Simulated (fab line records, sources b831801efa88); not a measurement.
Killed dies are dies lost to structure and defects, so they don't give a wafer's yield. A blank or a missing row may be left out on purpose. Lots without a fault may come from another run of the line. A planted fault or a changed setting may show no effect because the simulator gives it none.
One fault seen from 2 desks | flow gf180mcu | each desk has only its own numbers; what lay behind them comes last

THE TOOL OWNER'S DESK: wet_bench-04
The tool's own readings at GF_SALICIDE_WET_ETCH_01 (etches SiO2 in dHF, target depth 5 nm, time 100 s): means of the sampled wafers that have a number, for each lot that ran on this tool. A lot is out of limits, marked OUT, if its mean lies more than 4 standard deviations from the usual mean; the brackets give that distance.
Columns: A = run_length_s at GF_SALICIDE_WET_ETCH_01, usual 131 s
lot  | first seen here | A
L865 | day 16 02:07    | 133
L877 | day 20 13:52    | 201 (+19) OUT
L879 | day 21 10:53    | 133
This desk's finding: out of limits on L877; first on L877, day 20 13:52 (run_length_s at GF_SALICIDE_WET_ETCH_01). In limits: L865, L879.

THE METROLOGY DESK
What the gauges read, lot by lot, whatever tool the lot ran on: means of the sampled wafers that have a number. A lot is out of limits, marked OUT, if its mean lies more than 4 standard deviations from the usual mean; the brackets give that distance.
Columns: A = cd_nm at GF_SAB_CD_MEAS_09, usual 420.1 nm; B = SAB_OVL at GF_SAB_OVL_MEAS_10, usual 1.1 nm
lot  | first seen here | A     | B
L864 | day 15 18:02    | 419.9 | 2.3
L865 | day 16 01:39    | 420.8 | 1.0
L877 | day 20 13:16    | 420.1 | 1.0
L878 | day 20 19:46    | 416.8 | 1.5
L879 | day 21 10:26    | 420.9 | 2.2
This desk's finding: nothing out of limits on any of the 5 lots.

PUT TOGETHER
The tool owner's desk could have raised an alarm at day 20 13:52, on L877.
The metrology desk saw nothing out of limits.
The metrology desk has L877 on record, within its limits.
Of the lots named, all ran GF_SALICIDE_WET_ETCH_01 on wet_bench-04.

WHAT THE SIMULATOR HAD PUT IN
Process parameter drift: wet_bench-04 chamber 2, from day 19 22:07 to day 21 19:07, at GF_SALICIDE_WET_ETCH_01. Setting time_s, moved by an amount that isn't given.
Lots struck among those shown: L877.
Hours from the fault's start to each desk's first reading out of limits: the tool owner's desk, 16.
